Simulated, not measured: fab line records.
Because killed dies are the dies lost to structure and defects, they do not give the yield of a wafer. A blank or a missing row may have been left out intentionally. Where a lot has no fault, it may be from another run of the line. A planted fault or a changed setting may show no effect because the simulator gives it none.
Which tool is to blame? | flow gf180mcu | 33 wafers from 11 lots sampled at 4 of the route's 602 steps

## WHAT THE GAUGES READ, wafer by wafer
GF_VT_IMPLANT_RS_MEAS_46: measurement is done with a four-point probe.
lot  | measured     | on           | MVSD_RS (ohm/sq)
L838 | day 7 14:38  | filmMetro-02 | 465.0 465.2 464.5
L842 | day 8 15:25  | filmMetro-02 | 463.6 462.3 463.8
L843 | day 9 00:30  | filmMetro-02 | 462.0 461.2 462.5
L844 | day 9 08:27  | filmMetro-02 | 461.9 461.1 462.4
L845 | day 9 10:01  | filmMetro-02 | 465.9 465.2 465.1
L846 | day 9 20:50  | filmMetro-01 | 462.9 461.1 463.2
L847 | day 10 07:18 | filmMetro-02 | 520.3 519.6 521.5
L851 | day 11 07:07 | filmMetro-02 | 517.3 519.6 519.3
L857 | day 12 18:28 | filmMetro-04 | 460.4 460.7 461.3
L859 | day 13 13:32 | filmMetro-04 | 462.3 462.7 461.5
L861 | day 14 08:03 | filmMetro-02 | 462.0 462.0 463.2

## TOOL THAT RAN EACH LOT (tool first, then ch and the chambers of the sampled wafers, then the start)
lot  | GF_NWELL_STRIP_10                  | GF_MVSD_IMPLANT_09              | GF_MVPSD_STRIP_10
L838 | plasmaAsher-04 ch 0,1, day 3 07:35 | implanter-04 ch 0, day 4 10:46  | plasmaAsher-04 ch 0,1, day 5 01:22
L842 | plasmaAsher-04 ch 0,1, day 4 04:38 | implanter-04 ch 0, day 5 07:55  | plasmaAsher-03 ch 0,1, day 5 23:26
L843 | plasmaAsher-02 ch 0,1, day 4 11:31 | implanter-04 ch 0, day 5 16:05  | plasmaAsher-03 ch 0,1, day 6 08:05
L844 | plasmaAsher-02 ch 0,1, day 4 16:14 | implanter-01 ch 0, day 5 21:35  | plasmaAsher-03 ch 0,1, day 6 13:23
L845 | plasmaAsher-02 ch 0,1, day 4 20:26 | implanter-01 ch 0, day 6 02:40  | plasmaAsher-01 ch 0,1, day 6 17:49
L846 | plasmaAsher-03 ch 1, day 5 03:52   | implanter-04 ch 0, day 6 10:40  | plasmaAsher-03 ch 0, day 7 02:19
L847 | plasmaAsher-03 ch 0,1, day 5 11:19 | implanter-01 ch 0, day 6 18:47  | plasmaAsher-04 ch 0,1, day 7 11:18
L851 | plasmaAsher-02 ch 0,1, day 6 07:49 | implanter-01 ch 0, day 7 14:59  | plasmaAsher-03 ch 0,1, day 8 07:59
L857 | plasmaAsher-04 ch 0,1, day 7 15:23 | implanter-04 ch 0, day 9 00:32  | plasmaAsher-01 ch 0,1, day 9 18:29
L859 | plasmaAsher-03 ch 0,1, day 8 04:47 | implanter-02 ch 0, day 9 15:29  | plasmaAsher-04 ch 0,1, day 10 09:44
L861 | plasmaAsher-03 ch 1, day 8 15:23   | implanter-04 ch 0, day 10 02:47 | plasmaAsher-04 ch 0,1, day 10 21:04
- GF_NWELL_STRIP_10: strips in O2/N2.
- GF_MVSD_IMPLANT_09
- GF_MVPSD_STRIP_10: strips in O2/N2.

## THE ANSWER, worked out from the rows above alone
Rule: what is usual is taken from the lots themselves. Put in order of their means at a reading, lots are off if they are a third of the lots or fewer, leave a main group of 4 or more, and stand apart from it by a gap of 3 or more times the standard deviation of the main group's means; of several such gaps the widest counts. The tables above print the reading to a certain number of digits; a main group whose means all agree to those digits is not used. Also off: a lot with no number at a reading for which 4 or more lots have one. All remaining lots with rows at the step are treated as sound.
Off: L847, L851, at GF_VT_IMPLANT_RS_MEAS_46 (MVSD_RS). The main group: mean 462.8 ohm/sq, standard deviation 1.4.
If a tool, at a process step before that reading, ran all the lots that are off and no sound lot after the first of them, it fits. Those tools and the gauges at GF_VT_IMPLANT_RS_MEAS_46 are tried in the same way. One fits: GF_MVSD_IMPLANT_09 on implanter-01. A fault onset in the window from L845 (day 6 02:40, its last sound lot) to L847 (day 6 18:47, its first lot off) fits.

## WHAT THE SIMULATOR HAD INSERTED
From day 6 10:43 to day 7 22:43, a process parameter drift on implanter-01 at GF_MVSD_IMPLANT_09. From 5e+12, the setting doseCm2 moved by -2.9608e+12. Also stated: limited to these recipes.
Lots struck among those shown: L847, L851. The rule given above showed the same thing.
